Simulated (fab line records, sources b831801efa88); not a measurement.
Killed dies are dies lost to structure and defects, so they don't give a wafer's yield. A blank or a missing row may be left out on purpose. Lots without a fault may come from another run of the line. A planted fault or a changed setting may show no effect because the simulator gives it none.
Problem report in the 8D (eight disciplines) form, filled by code | flow gf180mcu | the parts of the form that need people (team, actions taken, sign-off) are left out

1. THE PROBLEM
beam_energy_keV at GF_NSD_IMPLANT_10 reads a mean of 45.430 on 6 wafers of 2 lots; wafers without a fault read 39.999 with a standard deviation of 0.012. That is +99 or more standard deviations from the usual mean.
First seen on wafer L680.2, day 19 23:25, on implanter-01. The record holds 39 wafers of 13 lots with a number at this step. Rule for "out", or "out of limits": more than 4 standard deviations from the usual mean. The other wafers with a number count as sound.

2. WHAT IT IS AND WHAT IT IS NOT
question                    | is                     | is not
which readings at this step | beam_energy_keV        | -
which lots                  | L680, L681             | L664, L665, L667, L670, L672, L675, L676, L677, L682, L683, L684
which wafers of those lots  | all that have a number | -
read on which tools         | implanter-01           | implanter-02, implanter-03
when                        | from day 19 23:25      | up to then (24 sound wafers); but 9 sound wafers of L682, L683, L684 came after

3. SUSPECTS, AND WHAT RULES EACH OUT
Counting: a tool at a process step up to the reading stays a suspect if it ran every lot that is out and no sound lot after the first of them.
- plasma_asher-02 at GF_POLY_GATE_STRIP_14 (strips in O2/N2): ruled out as a lasting fault. Sound lots L682 ran on it after its first lot that is out, L680 (day 14 21:39).
- implanter-01 at GF_NSD_IMPLANT_10: kept. It ran every lot that is out, first L680 (day 19 23:25), and no sound lot after that; its last sound lot up to then is L677 (day 19 05:46). Its own readings are out on those wafers: beam_energy_keV.
Left after counting: implanter-01 at GF_NSD_IMPLANT_10.

4. THE CAUSE (what the simulator had put in)
Process parameter drift: implanter-01, from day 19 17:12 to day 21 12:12, at GF_NSD_IMPLANT_10. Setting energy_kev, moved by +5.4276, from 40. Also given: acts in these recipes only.
Counting left only this tool.

5. THE CHAIN OF EFFECTS, in route order
Each row: a reading whose mean over the struck wafers that have a number lies more than 3 standard deviations from the usual. Only readings for which the record gives a usual standard deviation are gone through. hours: the time from each lot's start at the first step in this table that gives one to its start at this step, as a median over the lots. sigmas: the change in usual standard deviations.
hours | step              | reading                  | usual   | on struck wafers | change | sigmas
0     | GF_NSD_IMPLANT_10 | beam_energy_keV          | 39.999  | 45.430           | +5.431 | +99 or more
0     | GF_NSD_STRIP_11   | strip_time_to_endpoint_s | 22.97 s | 23.24            | +0.27  | +6.5
The process steps in it:
- GF_NSD_IMPLANT_10
- GF_NSD_STRIP_11: strips in O2/N2.

6. WHAT WOULD HAVE CAUGHT IT SOONER
In this record the first reading out of limits was taken at day 19 23:25, 6 hours after the fault began at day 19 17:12.
